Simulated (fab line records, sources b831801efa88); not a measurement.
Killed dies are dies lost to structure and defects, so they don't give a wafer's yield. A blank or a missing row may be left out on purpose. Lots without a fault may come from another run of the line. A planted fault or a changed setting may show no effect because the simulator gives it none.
Tool commonality check | flow gf180mcu | 12 lots, 42 wafers sampled

WHY IT WAS OPENED
At GF_M2_CD_MEAS_14 the reading cd_nm is flagged on 2 of 12 lots. Wafers without a fault read 279.9 nm, standard deviation 1.3.
Rule: a lot is flagged when every wafer of it that has a number lies more than 4 standard deviations from that mean, or none has a number. The other lots count as sound.

lot  | measured     | on        | cd_nm (nm), wafer by wafer          | flag
L215 | day 19 16:40 | cd_sem-01 | 277.9 278.4 279.2                   |
L216 | day 19 19:17 | cd_sem-02 | 279.0 278.6 279.6                   |
L217 | day 20 06:38 | cd_sem-01 | 279.1 279.1 279.1                   |
L218 | day 20 20:16 | cd_sem-01 | 279.3 279.8 279.1                   |
L226 | day 23 10:20 | cd_sem-01 | 319.8 319.8 320.1 319.7 320.1 320.1 | FLAGGED
L227 | day 23 16:50 | cd_sem-02 | 319.5 319.7 319.7 319.5 319.0 320.2 | FLAGGED
L228 | day 24 01:08 | cd_sem-02 | 280.9 280.3 281.0                   |
L229 | day 24 08:20 | cd_sem-01 | 281.8 281.3 281.2                   |
L235 | day 26 03:14 | cd_sem-02 | 280.3 279.7 279.5                   |
L236 | day 26 17:57 | cd_sem-01 | 278.2 278.6 279.0                   |
L237 | day 26 19:59 | cd_sem-02 | 279.2 280.7 280.7                   |
L238 | day 27 02:02 | cd_sem-01 | 281.8 280.6 281.3                   |
The numbers of the flagged lots are 319.8 nm on average: +39.9 nm against the usual, or +31 standard deviations.

WHICH TOOL RAN EACH LOT
The record holds 3 process steps before the reading, out of a route of 602 steps. In each cell: the tool, then ch and the chambers that the sampled wafers went through, then the start.
lot  | flag    | GF_M1_SPUTTER_04             | GF_M2_SPUTTER_00             | GF_M2_PEB_12
L215 |         | pvd_sputter-01, day 16 14:00 | pvd_sputter-04, day 18 14:53 | litho_track-03 ch 0, day 19 16:19
L216 |         | pvd_sputter-03, day 16 16:33 | pvd_sputter-04, day 18 18:30 | litho_track-01 ch 0, day 19 18:56
L217 |         | pvd_sputter-01, day 17 03:08 | pvd_sputter-02, day 19 05:11 | litho_track-01 ch 0, day 20 06:17
L218 |         | pvd_sputter-01, day 17 16:28 | pvd_sputter-04, day 19 19:53 | litho_track-01 ch 0, day 20 19:56
L226 | FLAGGED | pvd_sputter-04, day 20 08:53 | pvd_sputter-04, day 22 11:39 | litho_track-03 ch 0, day 23 09:59
L227 | FLAGGED | pvd_sputter-01, day 20 15:37 | pvd_sputter-01, day 22 17:42 | litho_track-03 ch 0, day 23 16:29
L228 |         | pvd_sputter-01, day 21 00:50 | pvd_sputter-04, day 23 02:43 | litho_track-02 ch 0, day 24 00:47
L229 |         | pvd_sputter-04, day 21 07:50 | pvd_sputter-01, day 23 10:01 | litho_track-01 ch 0, day 24 07:59
L235 |         | pvd_sputter-04, day 23 06:28 | pvd_sputter-04, day 25 06:03 | litho_track-03 ch 0, day 26 02:53
L236 |         | pvd_sputter-01, day 23 23:26 | pvd_sputter-01, day 25 21:18 | litho_track-02 ch 0, day 26 17:37
L237 |         | pvd_sputter-04, day 24 01:31 | pvd_sputter-04, day 25 22:54 | litho_track-02 ch 0, day 26 19:38
L238 |         | pvd_sputter-03, day 24 07:08 | pvd_sputter-04, day 26 05:10 | litho_track-02 ch 0, day 27 01:41
What these steps do:
- GF_M1_SPUTTER_04: material TiN, target thk 50 nm, time 41.7 s.
- GF_M2_SPUTTER_00: material Ti, target thk 37.5 nm, time 150 s.
- GF_M2_PEB_12: peb time 90 s.
- GF_M2_CD_MEAS_14: target cd 280 nm.

FLAGGED OVER TOTAL, TOOL BY TOOL (the gauges that took the reading come last)
step             | tool           | lots run | flagged | share of the flagged lots | sound lots run after its first flagged lot
GF_M1_SPUTTER_04 | pvd_sputter-01 | 6        | 1       | some                      | 2 (L228,L236)
GF_M1_SPUTTER_04 | pvd_sputter-03 | 2        | 0       | none                      | -
GF_M1_SPUTTER_04 | pvd_sputter-04 | 4        | 1       | some                      | 3 (L229,L235,L237)
GF_M2_SPUTTER_00 | pvd_sputter-01 | 3        | 1       | some                      | 2 (L229,L236)
GF_M2_SPUTTER_00 | pvd_sputter-02 | 1        | 0       | none                      | -
GF_M2_SPUTTER_00 | pvd_sputter-04 | 8        | 1       | some                      | 4 (L228,L235,L237,L238)
GF_M2_PEB_12     | litho_track-01 | 4        | 0       | none                      | -
GF_M2_PEB_12     | litho_track-02 | 4        | 0       | none                      | -
GF_M2_PEB_12     | litho_track-03 | 4        | 2       | all                       | 1 (L235)
GF_M2_CD_MEAS_14 | cd_sem-01      | 7        | 1       | some                      | 3 (L229,L236,L238)
GF_M2_CD_MEAS_14 | cd_sem-02      | 5        | 1       | some                      | 3 (L228,L235,L237)

WHAT THE TABLE ALLOWS
1 row of the table ran every flagged lot: litho_track-03 at GF_M2_PEB_12.
- litho_track-03 at GF_M2_PEB_12: 2 of its 4 lots flagged. Sound lots ran on it after the first flagged one (L235), which a lasting fault on the whole tool wouldn't allow. Its own readings lie more than 4 standard deviations out on every wafer of the flagged lots: heater_power_total_W, plate_temp_C.
No row of the table ran every flagged lot and no sound lot after the first.

WHAT THE SIMULATOR HAD PUT IN
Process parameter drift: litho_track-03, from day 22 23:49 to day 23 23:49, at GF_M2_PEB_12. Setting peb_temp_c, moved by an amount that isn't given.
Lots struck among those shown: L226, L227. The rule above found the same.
